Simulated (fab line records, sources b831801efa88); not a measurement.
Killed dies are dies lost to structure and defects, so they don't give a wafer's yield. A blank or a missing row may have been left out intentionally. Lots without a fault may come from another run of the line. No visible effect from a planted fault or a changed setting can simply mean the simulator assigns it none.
Which of the tools did it?	flow sky130	11 lots with 33 wafers sampled at 3 steps, on a route of 708 steps

== WHAT THE GAUGES READ, wafer by wafer ==
SKY_VIA4_BOW_MEAS_03.
lot	measured	on	VIA4_BOW (um)
L132	day 42 03:32	filmMetro-01	64 78 74
L133	day 42 04:31	filmMetro-01	78 85 85
L134	day 42 12:08	filmMetro-01	77 76 84
L139	day 43 17:52	filmMetro-01	86 85 86
L138	day 43 18:34	filmMetro-01	65 86 85
L142	day 44 07:37	filmMetro-01	77 73 77
L143	day 45 12:19	filmMetro-03	74 73 73
L144	day 45 14:29	filmMetro-03	89 68 68
L147	day 46 01:06	filmMetro-01	67 71 69
L151	day 46 19:07	filmMetro-03	70 73 60
L155	day 47 19:34	filmMetro-04	75 87 82

== WHAT TOOL EACH LOT RAN ON (gives the tool, then ch and the chambers of the sampled wafers, and finally the start) ==
lot	SKY_METAL4_SPUTTER_01	SKY_METAL4_SPUTTER_04
L132	pvdSputter-02, day 40 00:59	pvdSputter-02, day 40 01:04
L133	pvdSputter-01, day 40 01:19	pvdSputter-01, day 40 01:23
L134	pvdSputter-02, day 40 11:18	pvdSputter-02, day 40 11:23
L139	pvdSputter-02, day 41 17:03	pvdSputter-02, day 41 17:08
L138	pvdSputter-04, day 41 17:25	pvdSputter-04, day 41 17:30
L142	pvdSputter-02, day 42 06:26	pvdSputter-02, day 42 06:31
L143	pvdSputter-01, day 43 14:33	pvdSputter-01, day 43 14:38
L144	pvdSputter-04, day 43 15:51	pvdSputter-04, day 43 15:56
L147	pvdSputter-02, day 44 02:56	pvdSputter-02, day 44 03:01
L151	pvdSputter-02, day 44 22:49	pvdSputter-02, day 44 22:53
L155	pvdSputter-04, day 46 01:04	pvdSputter-04, day 46 01:09
- SKY_METAL4_SPUTTER_01: material TiN, target thk 20 nm, time 16.7 s.
- SKY_METAL4_SPUTTER_04: material TiN, target thk 70 nm, time 58.3 s.

== WHAT THE TOOLS THEMSELVES READ (means of the sampled wafers that have a number; where no wafer has one, the mark that the record gives instead) ==
SKY_METAL4_SPUTTER_01.
lot	tool	throttleValvePct (%)
L132	pvdSputter-02	29.8
L133	pvdSputter-01	30.7
L134	pvdSputter-02	29.7
L139	pvdSputter-02	29.2
L138	pvdSputter-04	30.7
L142	pvdSputter-02	29.3
L143	pvdSputter-01	30.4
L144	pvdSputter-04	29.7
L147	pvdSputter-02	29.6
L151	pvdSputter-02	29.2
L155	pvdSputter-04	30.3

SKY_METAL4_SPUTTER_04.
lot	tool	throttleValvePct (%)
L132	pvdSputter-02	30.0
L133	pvdSputter-01	30.8
L134	pvdSputter-02	29.6
L139	pvdSputter-02	29.1
L138	pvdSputter-04	30.7
L142	pvdSputter-02	29.2
L143	pvdSputter-01	30.6
L144	pvdSputter-04	29.8
L147	pvdSputter-02	29.7
L151	pvdSputter-02	29.3
L155	pvdSputter-04	30.4

== THE ANSWER, worked out from the rows above alone ==
Rule: the usual values come from the lots themselves. Put in order of their means at a reading, lots are off if they are a third of the lots or fewer, leave a main group of 4 or more, and stand apart from it by a gap of 3 or more times the standard deviation of the main group's means; of several such gaps the widest counts. Not used: any main group whose means are identical at the precision the tables above print for the reading. Also off: a lot with no number at a reading for which 4 or more lots have one. Where the step has rows for the other lots, those lots are counted as sound. The gauges are gone through in route order, then the tools' own readings, and for those a lot's mean is taken as printed above. At the first step where some lot is off, the reading lying furthest off is the one used; lots without a number count as furthest.
Nothing can be told from this: no lot is off at any reading shown.

== WHAT THE SIMULATOR HAD INSERTED ==
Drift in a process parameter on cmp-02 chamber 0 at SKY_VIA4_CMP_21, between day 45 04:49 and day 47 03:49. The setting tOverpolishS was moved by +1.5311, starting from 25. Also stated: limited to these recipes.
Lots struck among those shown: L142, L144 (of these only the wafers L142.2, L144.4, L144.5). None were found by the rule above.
